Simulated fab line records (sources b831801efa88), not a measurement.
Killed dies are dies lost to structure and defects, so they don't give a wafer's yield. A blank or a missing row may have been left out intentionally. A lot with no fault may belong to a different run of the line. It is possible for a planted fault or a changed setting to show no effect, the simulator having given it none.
Matching of chambers + flow gf180mcu + GF_V1_CMP_26 on cmp-02: 4 sister chambers
The step polishes, stops on SiO2, t overpolish 15 s, target thk 0 nm. 22 wafers are shown with their chamber, then 11 later ones without.

== EACH WAFER AND ITS CHAMBER ==
| wafer  | chamber | motor_current_A (A) | time_to_endpoint_s (s) | overpolish_run_s (s) |
|--------|---------|---------------------|------------------------|----------------------|
| L077.1 | 0       | 11.8                | 82                     | 15.009               |
| L077.4 | 1       | 11.7                | 79                     | 15.009               |
| L077.6 | 2       | 9.4                 | 85                     | 15.007               |
| L076.1 | 1       | 12.4                | 77                     | 14.993               |
| L076.5 | 0       | 11.4                | 82                     | 15.007               |
| L076.6 | 1       | 12.2                | 77                     | 14.998               |
| L078.1 | 2       | 9.8                 | 88                     | 14.997               |
| L078.3 | 1       | 11.8                | 78                     | 14.988               |
| L078.6 | 2       | 9.6                 | 87                     | 15.000               |
| L079.1 | 3       | 11.2                | 83                     | 14.984               |
| L079.2 | 0       | 11.5                | 83                     | 14.989               |
| L079.4 | 2       | 8.7                 | 82                     | 15.014               |
| L082.1 | 0       | 11.0                | 84                     | 14.991               |
| L082.5 | 1       | 12.2                | 78                     | 14.996               |
| L082.6 | 0       | 10.9                | 83                     | 14.997               |
| L084.2 | 2       | 9.7                 | 86                     | 15.011               |
| L084.4 | 0       | 11.8                | 85                     | 14.996               |
| L084.6 | 2       | 9.3                 | 85                     | 14.986               |
| L086.1 | 1       | 12.2                | 79                     | 15.006               |
| L086.3 | 2       | 9.1                 | 83                     | 14.987               |
| L086.5 | 0       | 11.1                | 83                     | 14.992               |
| L091.1 | 1       | 12.1                | 85                     | 15.004               |

SIGNATURES (means of the wafers above)
| reading            | chamber 0 | chamber 1 | chamber 2 | chamber 3 | scatter within a chamber |
|--------------------|-----------|-----------|-----------|-----------|--------------------------|
| motor_current_A    | 11.357    | 12.086    | 9.371     | 11.200    | 0.338                    |
| time_to_endpoint_s | 83.14     | 79.00     | 85.14     | 83.00     | 2.1                      |
| overpolish_run_s   | 14.99729  | 14.99914  | 15.00029  | 14.98400  | 0.00897                  |
Rule: distance of a wafer from a chamber = root of the sum over the readings of ((wafer's reading minus chamber's mean) / reading's scatter) squared. If the next closest chamber is less than 2 further off than the closest, the wafer can't be placed; otherwise it belongs to the closest. The scatter: take each reading less its chamber's mean, square it, sum over the shown wafers, divide by the number of wafers less the number of chambers, and take the root.

== WAFERS WHOSE CHAMBER IS MISSING ==
| wafer  | motor_current_A (A) | time_to_endpoint_s (s) | overpolish_run_s (s) |
|--------|---------------------|------------------------|----------------------|
| L091.2 | 11.3                | 87                     | 15.008               |
| L091.6 | 12.7                | 82                     | 14.999               |
| L094.1 | 11.1                | 85                     | 14.991               |
| L094.5 | 10.7                | 88                     | 14.991               |
| L094.6 | 11.0                | 86                     | 15.001               |
| L096.3 | 9.3                 | 83                     | 15.009               |
| L096.4 | 10.7                | 85                     | 15.011               |
| L096.6 | 11.1                | 83                     | 14.995               |
| L097.2 | 10.9                | 87                     | 15.001               |
| L097.3 | 9.2                 | 87                     | 14.997               |
| L097.6 | 11.3                | 86                     | 14.999               |

== WHICH CHAMBER EACH WENT THROUGH ==
| wafer  | from the rows above          | in truth |
|--------|------------------------------|----------|
| L091.2 | can't be placed: 0 or 3      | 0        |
| L091.6 | can't be placed: 1 or 0      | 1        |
| L094.1 | can't be placed: 3 or 0      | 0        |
| L094.5 | can't be placed: 3 or 0 or 2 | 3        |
| L094.6 | can't be placed: 0 or 3      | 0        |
| L096.3 | 2                            | 2        |
| L096.4 | can't be placed: 0 or 3 or 2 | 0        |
| L096.6 | can't be placed: 0 or 3      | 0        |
| L097.2 | can't be placed: 0 or 3      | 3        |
| L097.3 | 2                            | 2        |
| L097.6 | can't be placed: 0 or 3      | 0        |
Placed correctly: 2 of 11. These rows do not allow placing 9 (true chamber among the candidates in 9). Placed wrongly: 0.
